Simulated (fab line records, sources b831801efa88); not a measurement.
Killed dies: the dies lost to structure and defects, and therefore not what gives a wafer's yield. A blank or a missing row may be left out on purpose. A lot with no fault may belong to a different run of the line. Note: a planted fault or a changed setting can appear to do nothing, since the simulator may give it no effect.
8D (eight disciplines) problem report, filled in by code    flow sky130    the parts of the form that need people (team, actions taken, sign-off) are left out

== 1. PROBLEM STATEMENT ==
Wafers free of any fault read 500 (standard deviation 3.4) for NWELL_2_TW at SKY_NWELL_TW_MEAS_26, against a mean of 470 on 4 wafers of 3 lots. That puts it -8.8 standard deviations away from the usual mean.
The first sign was on wafer L795.2 at day 10 11:15, on film_metro-01. The record has a number at this step for 34 wafers belonging to 12 lots. Rule for "out" (also "out of limits"): further than 4 standard deviations from the usual mean. The other wafers with a number count as sound.

== 2. WHAT IT IS, WHAT IT ISN'T ==
question                     is                                           is not
which readings at this step  NWELL_2_TW                                   -
which lots                   L795, L796, L797                             L775, L780, L782, L783, L784, L785, L787, L789, L790
which wafers of those lots   L795.2, L795.3, L796.3, L797.3               L796.1, L796.6, L797.5
read on which gauges         film_metro-01, film_metro-02, film_metro-03  -
when                         from day 10 11:15                            up to then (27 sound wafers); but 3 sound wafers of L796, L797 came after

== 3. WHAT RULES OUT EACH SUSPECT ==
Counting: any tool at a process step up to the reading remains a suspect provided it ran every lot that is out. Sound lots after the first of them don't rule it out here, since some wafers of a struck lot are sound.
- the gauge at SKY_NWELL_TW_MEAS_26: ruled out. Those wafers that are out were read across 3 gauges (film_metro-01, film_metro-02, film_metro-03).
- implanter-03 at SKY_NWELL_IMPLANT_24: kept. Every lot that is out went through it, the first being L795 (day 10 11:01); the last sound lot it ran before that was L780 (day 6 11:07). Out on those wafers are its own readings of beam_on_s, faraday_current_uA.
The count leaves implanter-03 at SKY_NWELL_IMPLANT_24.

== 4. THE CAUSE (what the simulator had put in) ==
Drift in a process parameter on implanter-03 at SKY_NWELL_IMPLANT_24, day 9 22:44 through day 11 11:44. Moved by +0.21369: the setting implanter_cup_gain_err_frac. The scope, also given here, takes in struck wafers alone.
The count eliminated every tool but this one.

== 5. THE CHAIN OF EFFECTS, in route order ==
One row per reading whose mean, taken over the struck wafers that have a number, lies over 3 standard deviations from the usual. Readings are gone through only where the record gives a usual standard deviation; hours: the median, over the lots, of the time from a lot's start at the first step in this table giving one to that lot's start at this step; sigmas: the change measured in usual standard deviations.
hours  step                   reading             usual    on struck wafers  change  sigmas
0      SKY_NWELL_IMPLANT_24   beam_on_s           10.01 s  8.22              -1.79   -8.5
0      SKY_NWELL_IMPLANT_24   faraday_current_uA  51.9     63.0              +11.1   +10
0      SKY_NWELL_TW_MEAS_26   NWELL_2_TW          500      470               -30     -8.8
966    SKY_PAD_OPEN_PROBE_99  killed_at_other     0.4      3.0               +2.6    +4.0
Here are the process steps it includes:
- SKY_NWELL_IMPLANT_24
- SKY_PAD_OPEN_PROBE_99
At these later measuring or inspecting steps, every struck wafer for which the step has a row has a number for every such reading, and none has moved that far: SKY_POLY_GATE_CD_MEAS_22.

== 6. HOW IT WOULD HAVE BEEN CAUGHT EARLIER ==
13 hours passed between the start of the fault at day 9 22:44 and the first reading out of limits at a measuring or inspecting step in this record, taken at day 10 11:15.
At SKY_NWELL_IMPLANT_24, the tool's own readings (beam_on_s, faraday_current_uA) were out on each struck wafer the step has a row for, so an alarm limit on them would have fired on the first such wafer.
L796, L797, from the lots that are out (3), started SKY_NWELL_IMPLANT_24 on implanter-03 later than day 10 11:15. A hold on the tool at that time would have spared those 2.
